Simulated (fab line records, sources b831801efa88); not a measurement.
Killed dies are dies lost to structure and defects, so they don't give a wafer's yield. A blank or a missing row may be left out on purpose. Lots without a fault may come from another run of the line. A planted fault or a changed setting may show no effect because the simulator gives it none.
Which tool did it? | flow sky130 | 6 lots, 18 wafers sampled, at 1 step of a route of 708

WHAT THE GAUGES READ, wafer by wafer
SKY_CONTACT_CD_MEAS_14: target cd 170 nm.
lot  | measured     | on        | cd_nm (nm)
L101 | day 32 00:59 | cd_sem-02 | 170.3 170.2 168.8
L104 | day 33 01:31 | cd_sem-02 | 169.5 171.1 168.5
L106 | day 33 19:14 | cd_sem-02 | 170.4 170.9 170.1
L109 | day 34 13:50 | cd_sem-02 | 170.1 171.6 170.3
L113 | day 35 18:33 | cd_sem-02 | 169.1 169.2 168.8
L116 | day 36 23:36 | cd_sem-02 | 170.4 169.1 170.1

WHICH TOOL RAN EACH LOT (tool, then ch and the chambers of the sampled wafers, then the start)
The record holds no process step before these readings.

THE ANSWER, worked out from the rows above alone
Rule: what is usual is taken from the lots themselves. Put in order of their means at a reading, lots are off if they are a third of the lots or fewer, leave a main group of 4 or more, and stand apart from it by a gap of 3 or more times the standard deviation of the main group's means; of several such gaps the widest counts. A main group whose means are all the same, to the digits that the tables above print for the reading, isn't used. A lot without any number at a reading at which 4 lots or more have one is off too. The other lots that the step has rows for count as sound.
No lot is off at any reading shown: from this, nothing can be told.

WHAT THE SIMULATOR HAD PUT IN
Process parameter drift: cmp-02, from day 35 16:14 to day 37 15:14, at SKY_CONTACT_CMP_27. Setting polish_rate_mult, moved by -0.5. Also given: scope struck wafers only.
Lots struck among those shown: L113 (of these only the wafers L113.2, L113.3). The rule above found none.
